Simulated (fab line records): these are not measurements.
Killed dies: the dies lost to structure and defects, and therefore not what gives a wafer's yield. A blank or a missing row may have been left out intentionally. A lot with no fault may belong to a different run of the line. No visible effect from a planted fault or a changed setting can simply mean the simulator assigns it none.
Which tool did it? | flow gf180mcu | 12 lots with 36 wafers sampled at 6 steps, on a route of 602 steps

## WHAT EACH GAUGE READ, for each wafer
GF_STI_THK_MEAS_04. Usual: STI_CVD_03_THK 206.9 nm, standard deviation 1.9.
lot  | measured    | on            | STI_CVD_03_THK (nm) | flag
L517 | day 1 13:59 | film metro-01 | 206.3 207.4 204.6   |
L518 | day 1 18:44 | film metro-02 | 208.7 210.8 210.9   |
L519 | day 2 00:08 | film metro-01 | 204.4 204.0 207.7   |
L520 | day 2 04:34 | film metro-04 | 207.3 206.0 207.2   |
L521 | day 2 10:29 | film metro-02 | 206.2 205.4 204.3   |
L522 | day 2 15:55 | film metro-02 | 208.2 210.0 208.7   |
L523 | day 2 19:43 | film metro-02 | 206.3 206.5 206.0   |
L524 | day 3 00:35 | film metro-02 | 207.5 207.3 206.4   |
L525 | day 3 05:34 | film metro-02 | 206.9 206.8 207.6   |
L526 | day 3 11:23 | film metro-01 | 207.8 208.9 206.4   |
L531 | day 4 11:56 | film metro-01 | 218.5 220.2 219.6   | OFF
L533 | day 4 21:34 | film metro-04 | 216.8 217.3 218.1   | OFF

GF_LVPWELL_OVL_MEAS_07. Usual: LVPWELL_OVL -1.0 nm, standard deviation 1.3.
lot  | measured    | on         | LVPWELL_OVL (nm) | flag
L517 | day 3 20:41 | overlay-01 | -1.2 -0.8 -0.3   |
L518 | day 4 01:58 | overlay-01 | -0.8 -2.4 -1.1   |
L519 | day 4 08:01 | overlay-01 | 1.0 0.5 1.3      |
L520 | day 4 11:37 | overlay-01 | -1.3 -1.2 -0.7   |
L521 | day 4 21:19 | overlay-02 | -3.3 -2.5 -1.0   |
L522 | day 5 02:10 | overlay-01 | -1.4 -0.2 -1.6   |
L523 | day 5 06:55 | overlay-02 | -1.0 -1.7 -0.2   |
L524 | day 5 13:34 | overlay-01 | 0.5 -0.3 -0.8    |
L525 | day 5 18:04 | overlay-02 | -2.2 -2.2 -2.3   |
L526 | day 5 23:28 | overlay-02 | -0.5 0.5 -1.0    |
L531 | day 7 02:22 | overlay-01 | 0.1 -0.3 0.9     |
L533 | day 7 13:37 | overlay-01 | 0.8 0.6 0.5      |

GF_VT_IMPLANT_TW_MEAS_21. Usual: VT_IMPLANT_2_TW 1212, standard deviation 6.3.
lot  | measured     | on            | VT_IMPLANT_2_TW | flag
L517 | day 6 06:52  | film metro-03 | 1215 1216 1214  |
L518 | day 6 11:34  | film metro-02 | 1202 1198 1208  |
L519 | day 6 18:00  | film metro-04 | 1208 1208 1207  |
L520 | day 6 23:38  | film metro-02 | 1208 1207 1206  |
L521 | day 7 08:29  | film metro-04 | 1196 1196 1204  |
L522 | day 7 15:43  | film metro-02 | 1217 1216 1212  |
L523 | day 7 20:14  | film metro-02 | 1215 1220 1214  |
L524 | day 8 04:01  | film metro-02 | 1217 1223 1212  |
L525 | day 8 10:03  | film metro-03 | 1215 1213 1217  |
L526 | day 8 15:46  | film metro-03 | 1220 1210 1222  |
L531 | day 9 22:08  | film metro-02 | 1216 1218 1213  |
L533 | day 10 09:35 | film metro-02 | 1213 1202 1206  |

GF_VT_IMPLANT_TW_MEAS_43. Usual: VT_IMPLANT_4_TW 689, standard deviation 3.6.
lot  | measured     | on            | VT_IMPLANT_4_TW | flag
L517 | day 7 13:34  | film metro-03 | 691 691 692     |
L518 | day 7 19:13  | film metro-03 | 692 690 690     |
L519 | day 8 00:56  | film metro-03 | 694 696 694     |
L520 | day 8 07:09  | film metro-03 | 694 694 693     |
L521 | day 8 17:17  | film metro-02 | 690 693 692     |
L522 | day 9 00:55  | film metro-04 | 688 691 691     |
L523 | day 9 06:36  | film metro-02 | 690 694 696     |
L524 | day 9 14:25  | film metro-04 | 689 686 690     |
L525 | day 9 20:17  | film metro-02 | 696 689 693     |
L526 | day 10 02:58 | film metro-02 | 686 685 685     |
L531 | day 11 10:33 | film metro-04 | 685 685 685     |
L533 | day 11 22:32 | film metro-03 | 689 694 692     |

## WHAT TOOL EACH LOT RAN ON (gives the tool, then ch and the chambers of the sampled wafers, and finally the start)
lot  | GF_STI_CVD_03              | GF_STI_ETCH_13
L517 | lpcvd-01 ch 0, day 1 11:58 | rie diel-04 ch 0,2, day 2 01:37
L518 | lpcvd-01 ch 0, day 1 16:44 | rie diel-02 ch 0,1, day 2 06:40
L519 | lpcvd-01 ch 1, day 1 22:09 | rie diel-04 ch 0,2, day 2 12:08
L520 | lpcvd-02 ch 0, day 2 02:35 | rie diel-01 ch 0,1,2, day 2 15:47
L521 | lpcvd-01 ch 0, day 2 08:30 | rie diel-04 ch 0,1,3, day 2 22:37
L522 | lpcvd-02 ch 1, day 2 12:55 | rie diel-04 ch 2,3, day 3 04:26
L523 | lpcvd-02 ch 1, day 2 17:44 | rie diel-04 ch 0,2,3, day 3 08:22
L524 | lpcvd-02 ch 1, day 2 22:34 | rie diel-02 ch 2,3, day 3 13:49
L525 | lpcvd-02 ch 1, day 3 03:34 | rie diel-04 ch 1,2,3, day 3 18:31
L526 | lpcvd-01 ch 0, day 3 09:24 | rie diel-02 ch 2,3, day 4 00:22
L531 | lpcvd-02 ch 0, day 4 09:57 | rie diel-01 ch 1,2,3, day 5 01:02
L533 | lpcvd-02 ch 0, day 4 19:34 | rie diel-02 ch 1,2, day 5 11:29
- GF_STI_CVD_03: deposits Si3N4 from DCS/NH3, target thk 207.16 nm, time 3551 s.
- GF_STI_ETCH_13: etches the open film in CHF3/O2, stops on Si, target depth 282.31 nm, time 112.9 s.

## WHAT THE TOOLS THEMSELVES READ (means of the sampled wafers that have a number; where no wafer has one, the mark that the record gives instead)
GF_STI_CVD_03. Usual: pressure mtorr 250.1 mTorr, standard deviation 0.49.
lot  | tool     | pressure mtorr (mTorr) | flag
L517 | lpcvd-01 | 250.0                  |
L518 | lpcvd-01 | 250.6                  |
L519 | lpcvd-01 | 250.7                  |
L520 | lpcvd-02 | 249.4                  |
L521 | lpcvd-01 | 250.2                  |
L522 | lpcvd-02 | 250.5                  |
L523 | lpcvd-02 | 250.0                  |
L524 | lpcvd-02 | 249.2                  |
L525 | lpcvd-02 | 250.0                  |
L526 | lpcvd-01 | 249.5                  |
L531 | lpcvd-02 | 300.3                  | OFF
L533 | lpcvd-02 | 300.3                  | OFF

GF_STI_ETCH_13. Usual: bias w 199.9 W, standard deviation 0.57; drypump motor current A 5.8 A, standard deviation 0.52; oes product au 0.832 a.u., standard deviation 0.0058; throttle valve pct 8.810 %, standard deviation 0.0082.
lot  | tool        | bias w (W) | drypump motor current A (A) | oes product au (a.u.) | throttle valve pct (%) | flag
L517 | rie diel-04 | 200.0      | 5.5                         | 0.827                 | 8.815                  |
L518 | rie diel-02 | 199.7      | 6.3                         | 0.840                 | 8.822                  |
L519 | rie diel-04 | 200.2      | 5.4                         | 0.831                 | 8.810                  |
L520 | rie diel-01 | 200.3      | 5.7                         | 0.834                 | 8.810                  |
L521 | rie diel-04 | 199.7      | 6.2                         | 0.830                 | 8.813                  |
L522 | rie diel-04 | 200.0      | 5.6                         | 0.834                 | 8.815                  |
L523 | rie diel-04 | 199.6      | 5.8                         | 0.828                 | 8.804                  |
L524 | rie diel-02 | 200.1      | 5.4                         | 0.833                 | 8.809                  |
L525 | rie diel-04 | 199.8      | 6.0                         | 0.835                 | 8.807                  |
L526 | rie diel-02 | 199.4      | 5.8                         | 0.831                 | 8.813                  |
L531 | rie diel-01 | 199.4      | 5.7                         | 0.852                 | 8.817                  | OFF
L533 | rie diel-02 | 199.6      | 5.4                         | 0.853                 | 8.816                  | OFF

## THE ANSWER, worked out from the rows above alone
Rule: a lot is off if the mean of its wafers that have a number lies more than 3 standard deviations from the usual mean. A lot without any number at a reading at which 4 lots or more have one is off too. Where the step has rows for the other lots, those lots are counted as sound. After the gauges, taken in route order, come the tools' own readings; for these a lot's mean is taken, as printed above. At the first step where some lot is off, the reading lying furthest off is the one used; lots without a number count as furthest.
Off: L531, L533, seen at GF_STI_THK_MEAS_04 (STI_CVD_03_THK).
If a tool, at a process step before that reading, ran all the lots that are off and no sound lot after the first of them, it fits. The gauges at GF_STI_THK_MEAS_04 aren't tried: what is off there is off at GF_STI_CVD_03 too, on other tools, and a gauge's error can't cause that. One fits: lpcvd-02 at GF_STI_CVD_03. A fault onset in the window from L525 (day 3 03:34, its last sound lot) to L531 (day 4 09:57, its first lot off) fits.
On the lots that are off, the tool's own readings at GF_STI_CVD_03 differ by more than 5 times the standard deviation of the sound lots' means, which bears it out; pressure mtorr reads 300.3 mTorr there versus 250.0 mTorr on the sound lots.

## WHAT HAD BEEN PUT IN BY THE SIMULATOR
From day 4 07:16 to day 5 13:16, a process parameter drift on lpcvd-02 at GF_STI_CVD_03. Setting pressure mtorr, moved by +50, from 250. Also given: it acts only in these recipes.
Lots struck among those shown: L531, L533. The rule given above showed the same thing.
